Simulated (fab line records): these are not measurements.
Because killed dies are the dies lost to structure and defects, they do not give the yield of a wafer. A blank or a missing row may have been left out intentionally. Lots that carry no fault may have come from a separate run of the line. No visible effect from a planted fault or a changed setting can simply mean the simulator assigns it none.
Code-filled problem report in 8D (eight disciplines) form	flow gf180mcu	the parts of the form that need people (team, actions taken, sign-off) are left out

## 1. THE PROBLEM
Mean STI_OXIDATION_02_THK at GF_STI_THK_MEAS_30: 7.25 nm over 6 wafers in 2 lots; fault-free wafers: 9.90 nm, standard deviation 0.22. That puts it -12 standard deviations away from the usual mean.
First seen on wafer L668.2, day 4 10:16, on film metro-03. The record holds 42 wafers of 14 lots with a number at this step. The rule behind "out" and "out of limits": a value lying over 4 standard deviations away from the usual mean. The other wafers with a number count as sound.

## 2. WHAT IT IS, AND WHAT IT ISN'T
question	is	is not
which readings at this step	STI_OXIDATION_02_THK	-
which lots	L668, L671	L658, L659, L661, L662, L663, L665, L666, L667, L677, L678, L680, L681
which wafers of those lots	all that have a number	-
read on which gauges	film metro-01, film metro-03	film metro-04
when	from day 4 10:16	up to then (24 sound wafers); but 12 sound wafers of L677, L678, L680, L681 came after

## 3. THE SUSPECTS, EACH WITH WHAT RULES IT OUT
Counting: a tool at any process step up to the reading remains a suspect when it ran all the lots that are out and ran no sound lot after the first of those.
- the gauge at GF_STI_THK_MEAS_30: ruled out. 2 gauges (film metro-01, film metro-03) read the wafers that are out.
- furnace-01 at GF_STI_OXIDATION_29 (stabilise 600 s, purge 300 s, target thk 10 nm): kept. All lots that are out passed through it, beginning with L668 at day 4 08:52, and no sound lot followed; its final sound lot before that point was L666 at day 4 01:14.
Remaining after the count: furnace-01 at GF_STI_OXIDATION_29.

## 4. THE CAUSE (what the simulator had put in)
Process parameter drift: furnace-01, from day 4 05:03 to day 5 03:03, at GF_STI_OXIDATION_29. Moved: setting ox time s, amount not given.
Counting left only this tool.

## 5. SEQUENCE OF EFFECTS, ordered by route
Rows list readings where the struck wafers' mean (over those with a number) sits beyond 3 standard deviations from the usual. Readings are gone through only where the record gives a usual standard deviation; hours: the median, over the lots, of the time from a lot's start at the first step in this table giving one to that lot's start at this step; sigmas: the change measured in usual standard deviations.
hours	step	reading	usual	on struck wafers	change	sigmas
0	GF_STI_THK_MEAS_30	STI_OXIDATION_02_THK	9.90 nm	7.25	-2.65	-12
Later measuring or inspecting steps at which every struck wafer that the step has a row for has a number for every such reading, and none has moved that far: GF_MVSD_OVL_MEAS_07, GF_POLY_GATE_THK_MEAS_01, GF_HV_LDD_TW_MEAS_23.

## 6. HOW IT WOULD HAVE BEEN CAUGHT EARLIER
The first out-of-limits reading at a measuring or inspecting step in this record came at day 4 10:16, 5 hours after the fault's start at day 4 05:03.
L671, from the lots that are out (2), started GF_STI_OXIDATION_29 on furnace-01 later than day 4 10:16. Holding the tool at that time would have saved it.
